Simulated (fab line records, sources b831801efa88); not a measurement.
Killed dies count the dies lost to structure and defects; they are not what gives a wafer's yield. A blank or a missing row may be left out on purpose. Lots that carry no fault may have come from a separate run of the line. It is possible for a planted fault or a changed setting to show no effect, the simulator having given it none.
The tool behind it: which one? || flow gf180mcu || Sampling: 13 lots, 39 wafers, 5 of 602 route steps

## WHAT THE GAUGES READ, wafer by wafer
GF_STI_THK_MEAS_02. Usual: STI_OXIDATION_THK gives 10.08 nm (standard deviation 0.19).
{"lot": "L711", "measured": "day 1 11:31", "on": "film_metro-04", "STI_OXIDATION_THK (nm)": "10.24 10.37 10.27", "flag": ""}
{"lot": "L714", "measured": "day 2 03:27", "on": "film_metro-04", "STI_OXIDATION_THK (nm)": "10.19 10.34 10.35", "flag": ""}
{"lot": "L715", "measured": "day 2 07:34", "on": "film_metro-03", "STI_OXIDATION_THK (nm)": "10.03 10.05 9.96", "flag": ""}
{"lot": "L716", "measured": "day 2 13:31", "on": "film_metro-04", "STI_OXIDATION_THK (nm)": "9.69 9.61 9.57", "flag": ""}
{"lot": "L717", "measured": "day 2 18:19", "on": "film_metro-02", "STI_OXIDATION_THK (nm)": "9.92 9.99 10.10", "flag": ""}
{"lot": "L727", "measured": "day 4 19:31", "on": "film_metro-02", "STI_OXIDATION_THK (nm)": "10.12 10.44 10.30", "flag": ""}
{"lot": "L728", "measured": "day 5 04:10", "on": "film_metro-03", "STI_OXIDATION_THK (nm)": "9.97 9.98 9.99", "flag": ""}
{"lot": "L729", "measured": "day 5 07:07", "on": "film_metro-02", "STI_OXIDATION_THK (nm)": "9.97 9.98 9.97", "flag": ""}
{"lot": "L730", "measured": "day 5 11:16", "on": "film_metro-03", "STI_OXIDATION_THK (nm)": "10.17 10.17 10.08", "flag": ""}
{"lot": "L731", "measured": "day 5 18:08", "on": "film_metro-03", "STI_OXIDATION_THK (nm)": "10.10 9.95 9.96", "flag": ""}
{"lot": "L732", "measured": "day 5 22:29", "on": "film_metro-02", "STI_OXIDATION_THK (nm)": "10.16 10.33 10.21", "flag": ""}
{"lot": "L733", "measured": "day 6 04:57", "on": "film_metro-04", "STI_OXIDATION_THK (nm)": "10.36 10.20 10.23", "flag": ""}
{"lot": "L734", "measured": "day 6 10:17", "on": "film_metro-04", "STI_OXIDATION_THK (nm)": "9.92 9.99 9.97", "flag": ""}

GF_HV_LDD_CD_MEAS_07: the cd target is 400 nm. Usual: cd_nm at 400.1 nm, with a standard deviation of 2.6.
{"lot": "L711", "measured": "day 10 02:59", "on": "cd_sem-01", "cd_nm (nm)": "399.4 398.6 398.1", "flag": ""}
{"lot": "L714", "measured": "day 10 22:56", "on": "cd_sem-02", "cd_nm (nm)": "402.2 404.4 404.4", "flag": ""}
{"lot": "L715", "measured": "day 11 08:59", "on": "cd_sem-01", "cd_nm (nm)": "397.1 396.8 398.2", "flag": ""}
{"lot": "L716", "measured": "day 11 13:02", "on": "cd_sem-01", "cd_nm (nm)": "397.6 397.4 398.4", "flag": ""}
{"lot": "L717", "measured": "day 12 00:11", "on": "cd_sem-02", "cd_nm (nm)": "324.4 322.1 323.0", "flag": "OFF"}
{"lot": "L727", "measured": "day 15 03:01", "on": "cd_sem-02", "cd_nm (nm)": "399.8 399.1 398.0", "flag": ""}
{"lot": "L728", "measured": "day 15 21:29", "on": "cd_sem-02", "cd_nm (nm)": "402.4 402.1 402.0", "flag": ""}
{"lot": "L729", "measured": "day 15 19:37", "on": "cd_sem-02", "cd_nm (nm)": "392.3 394.0 395.1", "flag": ""}
{"lot": "L730", "measured": "day 16 02:38", "on": "cd_sem-01", "cd_nm (nm)": "400.0 399.2 398.6", "flag": ""}
{"lot": "L731", "measured": "day 16 10:21", "on": "cd_sem-02", "cd_nm (nm)": "398.5 398.1 398.9", "flag": ""}
{"lot": "L732", "measured": "day 16 16:49", "on": "cd_sem-01", "cd_nm (nm)": "399.1 400.8 399.3", "flag": ""}
{"lot": "L733", "measured": "day 17 04:52", "on": "cd_sem-01", "cd_nm (nm)": "403.1 401.0 400.6", "flag": ""}
{"lot": "L734", "measured": "day 17 09:29", "on": "cd_sem-01", "cd_nm (nm)": "404.0 401.4 401.7", "flag": ""}

GF_SAB_CD_MEAS_09: the cd target is 420 nm. Usual: cd_nm at 420.4 nm, with a standard deviation of 2.2.
{"lot": "L711", "measured": "day 15 04:25", "on": "cd_sem-02", "cd_nm (nm)": "417.9 421.0 418.2", "flag": ""}
{"lot": "L714", "measured": "day 16 05:53", "on": "cd_sem-02", "cd_nm (nm)": "420.1 419.8 420.6", "flag": ""}
{"lot": "L715", "measured": "day 16 18:37", "on": "cd_sem-02", "cd_nm (nm)": "418.6 421.7 418.8", "flag": ""}
{"lot": "L716", "measured": "day 16 21:15", "on": "cd_sem-01", "cd_nm (nm)": "422.8 424.4 422.9", "flag": ""}
{"lot": "L727", "measured": "day 21 06:06", "on": "cd_sem-02", "cd_nm (nm)": "420.1 420.8 416.2", "flag": ""}
{"lot": "L728", "measured": "day 22 01:20", "on": "cd_sem-01", "cd_nm (nm)": "420.5 418.4 420.5", "flag": ""}
{"lot": "L729", "measured": "day 21 23:31", "on": "cd_sem-02", "cd_nm (nm)": "420.3 420.4 419.2", "flag": ""}
{"lot": "L730", "measured": "day 22 06:25", "on": "cd_sem-02", "cd_nm (nm)": "417.9 417.5 417.6", "flag": ""}
{"lot": "L731", "measured": "day 22 15:14", "on": "cd_sem-02", "cd_nm (nm)": "417.1 416.7 417.1", "flag": ""}
{"lot": "L732", "measured": "day 22 22:04", "on": "cd_sem-02", "cd_nm (nm)": "422.7 422.5 422.1", "flag": ""}
{"lot": "L733", "measured": "day 23 10:21", "on": "cd_sem-02", "cd_nm (nm)": "421.2 422.5 419.6", "flag": ""}
{"lot": "L734", "measured": "day 23 13:49", "on": "cd_sem-01", "cd_nm (nm)": "418.8 418.1 418.9", "flag": ""}

GF_CONTACT_OVL_MEAS_15. Usual: CONTACT_OVL gives -3 nm (standard deviation 4.4).
{"lot": "L711", "measured": "day 16 04:50", "on": "overlay-02", "CONTACT_OVL (nm)": "-8 -10 -6", "flag": ""}
{"lot": "L714", "measured": "day 17 06:21", "on": "overlay-01", "CONTACT_OVL (nm)": "-4 -4 1", "flag": ""}
{"lot": "L715", "measured": "day 17 19:55", "on": "overlay-02", "CONTACT_OVL (nm)": "5 5 3", "flag": ""}
{"lot": "L716", "measured": "day 17 22:43", "on": "overlay-01", "CONTACT_OVL (nm)": "-6 -4 3", "flag": ""}
{"lot": "L727", "measured": "day 22 07:01", "on": "overlay-02", "CONTACT_OVL (nm)": "2 -1 -2", "flag": ""}
{"lot": "L728", "measured": "day 23 02:16", "on": "overlay-02", "CONTACT_OVL (nm)": "-9 -5 -6", "flag": ""}
{"lot": "L729", "measured": "day 23 00:16", "on": "overlay-02", "CONTACT_OVL (nm)": "-9 -4 -1", "flag": ""}
{"lot": "L730", "measured": "day 23 08:04", "on": "overlay-02", "CONTACT_OVL (nm)": "-4 -7 8", "flag": ""}
{"lot": "L731", "measured": "day 23 15:25", "on": "overlay-01", "CONTACT_OVL (nm)": "-6 -7 -2", "flag": ""}
{"lot": "L732", "measured": "day 23 22:23", "on": "overlay-02", "CONTACT_OVL (nm)": "-3 -7 6", "flag": ""}
{"lot": "L733", "measured": "day 24 10:28", "on": "overlay-02", "CONTACT_OVL (nm)": "2 -5 5", "flag": ""}
{"lot": "L734", "measured": "day 24 13:51", "on": "overlay-01", "CONTACT_OVL (nm)": "-7 2 -5", "flag": ""}

## TOOL THAT RAN EACH LOT (tool first, then ch and the chambers of the sampled wafers, then the start)
{"lot": "L711", "GF_HV_LDD_EXPOSE_04": "iline_stepper-01 ch 0, day 9 18:38"}
{"lot": "L714", "GF_HV_LDD_EXPOSE_04": "iline_stepper-01 ch 0, day 10 14:07"}
{"lot": "L715", "GF_HV_LDD_EXPOSE_04": "iline_stepper-01 ch 0, day 10 23:19"}
{"lot": "L716", "GF_HV_LDD_EXPOSE_04": "iline_stepper-02 ch 0, day 11 05:02"}
{"lot": "L717", "GF_HV_LDD_EXPOSE_04": "iline_stepper-01 ch 0, day 11 14:40"}
{"lot": "L727", "GF_HV_LDD_EXPOSE_04": "iline_stepper-01 ch 0, day 14 17:08"}
{"lot": "L728", "GF_HV_LDD_EXPOSE_04": "iline_stepper-01 ch 0, day 15 09:44"}
{"lot": "L729", "GF_HV_LDD_EXPOSE_04": "iline_stepper-01 ch 0, day 15 08:25"}
{"lot": "L730", "GF_HV_LDD_EXPOSE_04": "iline_stepper-02 ch 0, day 15 15:52"}
{"lot": "L731", "GF_HV_LDD_EXPOSE_04": "iline_stepper-01 ch 0, day 15 23:09"}
{"lot": "L732", "GF_HV_LDD_EXPOSE_04": "iline_stepper-02 ch 0, day 16 05:14"}
{"lot": "L733", "GF_HV_LDD_EXPOSE_04": "iline_stepper-01 ch 0, day 16 17:51"}
{"lot": "L734", "GF_HV_LDD_EXPOSE_04": "iline_stepper-02 ch 0, day 16 22:19"}
- GF_HV_LDD_EXPOSE_04: exposes mask Nplus LV AREA, target cd 400 nm.

## WHAT THE TOOLS THEMSELVES READ (means of the sampled wafers that have a number; where no wafer has one, the mark that the record gives instead)
GF_HV_LDD_EXPOSE_04. Usual: exposure_dose_mJ_cm2 139.94, standard deviation 0.14; reticle_temp_C 23.00 C, standard deviation 0.091.
{"lot": "L711", "tool": "iline_stepper-01", "exposure_dose_mJ_cm2": 139.92, "reticle_temp_C (C)": 22.99, "flag": ""}
{"lot": "L714", "tool": "iline_stepper-01", "exposure_dose_mJ_cm2": 140.03, "reticle_temp_C (C)": 22.97, "flag": ""}
{"lot": "L715", "tool": "iline_stepper-01", "exposure_dose_mJ_cm2": 140.10, "reticle_temp_C (C)": 23.04, "flag": ""}
{"lot": "L716", "tool": "iline_stepper-02", "exposure_dose_mJ_cm2": 139.82, "reticle_temp_C (C)": 23.01, "flag": ""}
{"lot": "L717", "tool": "iline_stepper-01", "exposure_dose_mJ_cm2": 140.02, "reticle_temp_C (C)": 23.08, "flag": ""}
{"lot": "L727", "tool": "iline_stepper-01", "exposure_dose_mJ_cm2": 140.04, "reticle_temp_C (C)": 23.02, "flag": ""}
{"lot": "L728", "tool": "iline_stepper-01", "exposure_dose_mJ_cm2": 139.83, "reticle_temp_C (C)": 22.95, "flag": ""}
{"lot": "L729", "tool": "iline_stepper-01", "exposure_dose_mJ_cm2": 139.87, "reticle_temp_C (C)": 22.96, "flag": ""}
{"lot": "L730", "tool": "iline_stepper-02", "exposure_dose_mJ_cm2": 139.72, "reticle_temp_C (C)": 23.05, "flag": ""}
{"lot": "L731", "tool": "iline_stepper-01", "exposure_dose_mJ_cm2": 139.88, "reticle_temp_C (C)": 22.86, "flag": ""}
{"lot": "L732", "tool": "iline_stepper-02", "exposure_dose_mJ_cm2": 140.03, "reticle_temp_C (C)": 23.01, "flag": ""}
{"lot": "L733", "tool": "iline_stepper-01", "exposure_dose_mJ_cm2": 140.10, "reticle_temp_C (C)": 23.05, "flag": ""}
{"lot": "L734", "tool": "iline_stepper-02", "exposure_dose_mJ_cm2": 140.01, "reticle_temp_C (C)": 22.99, "flag": ""}

## THE ANSWER, worked out from the rows above alone
Rule: a lot counts as off when the mean over its wafers that have a number is more than 3 standard deviations away from the usual mean. Also off: a lot with no number at a reading for which 4 or more lots have one. The other lots that the step has rows for count as sound. First the gauges in route order, then the tools' own readings, where a lot's mean is used as printed above. At the first step where some lot is off, the reading lying furthest off is the one used; lots without a number count as furthest.
Off: L717, at GF_HV_LDD_CD_MEAS_07 (cd_nm).
If a tool, at a process step before that reading, ran all the lots that are off and no sound lot after the first of them, it fits. Gauges at GF_HV_LDD_CD_MEAS_07: tried the same way as those tools. Of those tried, none fits.

## WHAT THE SIMULATOR HAD PUT IN
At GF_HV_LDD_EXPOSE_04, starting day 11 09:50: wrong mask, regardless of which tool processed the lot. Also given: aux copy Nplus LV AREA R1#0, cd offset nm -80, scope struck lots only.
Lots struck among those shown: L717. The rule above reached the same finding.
